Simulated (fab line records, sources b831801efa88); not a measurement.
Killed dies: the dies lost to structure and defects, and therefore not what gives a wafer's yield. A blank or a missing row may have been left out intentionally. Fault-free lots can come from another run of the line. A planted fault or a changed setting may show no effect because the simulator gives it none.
Chamber matching ; flow gf180mcu ; 4 sister chambers for GF_V2_ETCH_16 on rie-diel-01
The step etches BARC in N2/H2. 8 wafers are shown with their chamber, then 11 later ones without.

WAFERS, EACH WITH ITS CHAMBER
wafer;chamber;drypump-motor-current-A (A);oes-product-au (a.u.)
L079.5;2;4.8;0.849
L080.6;1;6.3;0.865
L083.4;1;6.3;0.851
L084.5;2;4.8;0.850
L088.2;3;5.6;0.846
L088.3;0;5.6;0.850
L088.5;3;5.5;0.850
L089.1;0;5.7;0.857

WAFERS WITHOUT THEIR CHAMBER
wafer;drypump-motor-current-A (A);oes-product-au (a.u.)
L089.3;4.8;0.854
L089.6;5.5;0.851
L090.1;4.8;0.859
L090.2;6.4;0.855
L090.4;5.5;0.857
L094.1;5.6;0.858
L094.2;4.8;0.856
L094.4;6.3;0.858
L097.1;6.3;0.850
L097.3;5.6;0.859
L097.4;4.8;0.856

THE CHAMBER EACH PASSED THROUGH
wafer;from the rows above;in truth
L089.3;2;2
L089.6;can't be placed: 3 or 0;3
L090.1;2;2
L090.2;1;1
L090.4;can't be placed: 3 or 0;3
L094.1;can't be placed: 0 or 3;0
L094.2;2;2
L094.4;1;1
L097.1;1;1
L097.3;can't be placed: 0 or 3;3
L097.4;2;2
Correctly placed: 7 of 11. Can't be placed from these rows: 4 (the true chamber is among the candidates in 4). Number placed wrongly: 0.
How it was worked out, from the rows above alone: a wafer's distance from a chamber is the root of the sum, over the readings, of the square of ((its reading less the chamber's mean) divided by the reading's scatter). If the next closest chamber is less than 2 further off than the closest, the wafer can't be placed; otherwise it belongs to the closest. For every chamber, the mean is computed from those of its wafers that are shown. How the scatter is found: for the shown wafers, subtract from each reading the mean of its chamber, square and add these, divide the total by (wafers less chambers), then take the root.
